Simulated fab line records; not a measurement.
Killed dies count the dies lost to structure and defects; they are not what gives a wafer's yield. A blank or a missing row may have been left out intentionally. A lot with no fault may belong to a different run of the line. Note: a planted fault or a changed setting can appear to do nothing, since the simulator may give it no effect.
A sampling plan put to the test	flow sky130	one fab line, 17 faults that these records tell of, each judged on the records of the lots that it struck; 1 more is left out, because the records don't allow judging it
The plan consists of the line's own looks: route steps at which the wafer is read by a gauge or an inspection but not changed. A look can be judged if struck wafers have a number there and the file gives its usual mean and standard deviation on fault-free wafers. Caught: 4 or more of those standard deviations (sigma) separate the usual mean from the mean of the struck wafers at a look after the fault's first step. On the tool: the fault's steps, tested the same way using the tool's own readings. It also counts as caught if the struck wafers ran another recipe or if their record alone is blank.

## THE FAULTS, as the simulator had put them in
1. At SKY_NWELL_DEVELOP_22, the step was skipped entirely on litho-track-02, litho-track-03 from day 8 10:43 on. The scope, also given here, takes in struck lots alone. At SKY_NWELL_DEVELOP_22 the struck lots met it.
2. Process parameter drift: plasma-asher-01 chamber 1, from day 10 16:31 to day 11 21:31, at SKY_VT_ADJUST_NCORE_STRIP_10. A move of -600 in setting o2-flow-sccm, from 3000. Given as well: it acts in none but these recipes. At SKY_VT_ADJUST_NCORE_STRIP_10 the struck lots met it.
3. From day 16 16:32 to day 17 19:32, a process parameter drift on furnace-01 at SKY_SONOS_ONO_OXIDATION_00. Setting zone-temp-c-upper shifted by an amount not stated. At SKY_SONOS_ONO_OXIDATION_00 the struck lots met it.
4. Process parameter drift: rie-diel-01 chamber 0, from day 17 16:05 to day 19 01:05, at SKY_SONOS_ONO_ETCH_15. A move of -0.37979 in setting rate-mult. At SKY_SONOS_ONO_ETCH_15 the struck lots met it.
5. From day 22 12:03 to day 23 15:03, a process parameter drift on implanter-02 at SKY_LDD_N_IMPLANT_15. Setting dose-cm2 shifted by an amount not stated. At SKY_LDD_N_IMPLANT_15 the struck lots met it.
6. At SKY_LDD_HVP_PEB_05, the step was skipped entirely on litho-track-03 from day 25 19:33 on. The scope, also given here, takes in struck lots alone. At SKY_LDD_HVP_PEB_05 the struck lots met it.
7. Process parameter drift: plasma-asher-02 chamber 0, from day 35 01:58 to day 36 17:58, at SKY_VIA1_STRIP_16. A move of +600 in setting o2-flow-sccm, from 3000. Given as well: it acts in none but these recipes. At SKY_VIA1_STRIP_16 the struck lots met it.
8. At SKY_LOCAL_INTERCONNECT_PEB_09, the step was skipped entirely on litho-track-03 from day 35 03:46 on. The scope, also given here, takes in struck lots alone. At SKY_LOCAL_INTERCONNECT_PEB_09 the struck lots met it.
9. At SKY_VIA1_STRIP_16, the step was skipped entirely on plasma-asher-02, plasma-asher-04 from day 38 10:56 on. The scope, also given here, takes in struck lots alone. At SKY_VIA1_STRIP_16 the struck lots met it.
10. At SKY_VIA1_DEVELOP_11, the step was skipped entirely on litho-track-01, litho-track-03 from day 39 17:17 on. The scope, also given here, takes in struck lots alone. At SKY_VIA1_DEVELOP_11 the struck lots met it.
11. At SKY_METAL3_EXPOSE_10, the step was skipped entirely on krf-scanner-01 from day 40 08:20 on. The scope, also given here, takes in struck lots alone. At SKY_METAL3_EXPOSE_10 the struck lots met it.
12. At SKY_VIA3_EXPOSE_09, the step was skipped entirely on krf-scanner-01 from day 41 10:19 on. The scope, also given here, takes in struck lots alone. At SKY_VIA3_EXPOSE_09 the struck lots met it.
13. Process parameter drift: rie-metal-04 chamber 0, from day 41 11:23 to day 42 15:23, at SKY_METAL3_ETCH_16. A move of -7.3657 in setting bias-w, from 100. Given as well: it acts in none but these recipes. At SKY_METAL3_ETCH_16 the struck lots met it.
14. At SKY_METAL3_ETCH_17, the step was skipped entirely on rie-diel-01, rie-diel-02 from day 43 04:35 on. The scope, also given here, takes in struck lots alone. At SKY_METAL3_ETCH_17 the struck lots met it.
15. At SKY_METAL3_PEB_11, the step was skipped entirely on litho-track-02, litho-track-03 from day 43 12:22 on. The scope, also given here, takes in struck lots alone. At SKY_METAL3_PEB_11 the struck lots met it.
16. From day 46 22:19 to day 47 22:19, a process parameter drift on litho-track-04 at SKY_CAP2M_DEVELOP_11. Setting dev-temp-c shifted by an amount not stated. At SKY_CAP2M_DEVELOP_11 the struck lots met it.
17. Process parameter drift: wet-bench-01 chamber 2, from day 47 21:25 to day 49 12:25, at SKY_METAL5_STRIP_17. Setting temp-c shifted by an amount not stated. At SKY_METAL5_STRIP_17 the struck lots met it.

## WHAT THE PLAN SAW
fault	on the tool itself	first look that catches it	reading, sigma	median hours from its first step to that look	hours from the fault's start to the first struck lot there	judged looks passed uncaught
1	the tool's record is blank for the struck wafers	no look after it can be judged	-	-	-	0
2	o2-flow-sccm -71 sigma	no look after it can be judged	-	-	-	0
3	spike-tc-upper-C +25 sigma	none of the 2 looks that can be judged after it	-	-	-	2
4	oes-product-au -21 sigma	not the one look that can be judged after it	-	-	-	1
5	dose-ions-cm2 -99 or beyond sigma	no look after it can be judged	-	-	-	0
6	no reading that can be judged	not the one look that can be judged after it	-	-	-	1
7	o2-flow-sccm +76 sigma	not the one look that can be judged after it	-	-	-	1
8	no reading that can be judged	no look after it can be judged	-	-	-	0
9	the tool's record is blank for the struck wafers	no look after it can be judged	-	-	-	0
10	the tool's record is blank for the struck wafers	no look after it can be judged	-	-	-	0
11	no reading that can be judged	no look after it can be judged	-	-	-	0
12	no reading that can be judged	no look after it can be judged	-	-	-	0
13	bias-w -22 sigma	no look after it can be judged	-	-	-	0
14	the tool's record is blank for the struck wafers	no look after it can be judged	-	-	-	0
15	no reading that can be judged	no look after it can be judged	-	-	-	0
16	developer-temp-C +19 sigma	no look after it can be judged	-	-	-	0
17	temp-c -6.8 sigma	no look after it can be judged	-	-	-	0
A dash: this means the fault isn't caught or the number doesn't appear in these records.

Caught at a look: 0 of 17. Caught on the tool: 12 of 17. By one or the other: 12 of 17.
On the tool alone, faults 1, 2, 3, 4, 5, 7, 9, 10, 13, 14, 16, 17 were caught.
Caught by neither: faults 6, 8, 11, 12, 15.
